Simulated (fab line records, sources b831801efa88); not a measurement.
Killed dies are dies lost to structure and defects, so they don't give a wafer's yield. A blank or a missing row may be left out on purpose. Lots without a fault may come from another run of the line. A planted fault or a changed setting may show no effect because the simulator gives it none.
Chamber matching | flow sky130 | SKY_VIA1_CMP_02 on cmp-01: 4 sister chambers
The step polishes SiO2. 8 wafers are shown with their chamber, then 12 later ones without.

WAFERS WITH THEIR CHAMBER
wafer  | chamber | motor_current_A (A)
L080.2 | 3       | 13.3
L083.2 | 0       | 12.1
L083.4 | 2       | 13.0
L087.3 | 0       | 12.0
L087.6 | 1       | 12.5
L088.1 | 3       | 12.9
L088.4 | 1       | 13.0
L088.6 | 2       | 12.6

WAFERS WITHOUT THEIR CHAMBER
wafer  | motor_current_A (A)
L090.2 | 13.2
L090.5 | 11.9
L090.6 | 12.6
L091.2 | 12.4
L091.3 | 12.8
L091.4 | 11.7
L093.4 | 12.3
L093.5 | 12.6
L093.6 | 12.6
L095.3 | 11.4
L095.4 | 12.7
L095.5 | 12.8

WHICH CHAMBER EACH WENT THROUGH
wafer  | from the rows above               | in truth
L090.2 | can't be placed: 3 or 2 or 1      | 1
L090.5 | 0                                 | 0
L090.6 | can't be placed: 1 or 2 or 3 or 0 | 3
L091.2 | can't be placed: 0 or 1 or 2 or 3 | 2
L091.3 | can't be placed: 2 or 1 or 3      | 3
L091.4 | 0                                 | 0
L093.4 | can't be placed: 0 or 1 or 2      | 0
L093.5 | can't be placed: 1 or 2 or 3 or 0 | 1
L093.6 | can't be placed: 1 or 2 or 3 or 0 | 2
L095.3 | 0                                 | 0
L095.4 | can't be placed: 1 or 2 or 3      | 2
L095.5 | can't be placed: 2 or 1 or 3      | 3
Placed correctly: 3 of 12. Can't be placed from these rows: 9 (the true chamber is among the candidates in 9). Placed wrongly: 0.
How it was worked out, from the rows above alone: a wafer's distance from a chamber is the root of the sum, over the readings, of the square of ((its reading less the chamber's mean) divided by the reading's scatter). The wafer belongs to the nearest chamber; if the next one is less than 2 further off, it can't be placed. A chamber's mean is the mean of its shown wafers. The scatter: the root of (the sum of the squares of (reading less its chamber's mean) over the shown wafers, divided by (wafers less chambers)).
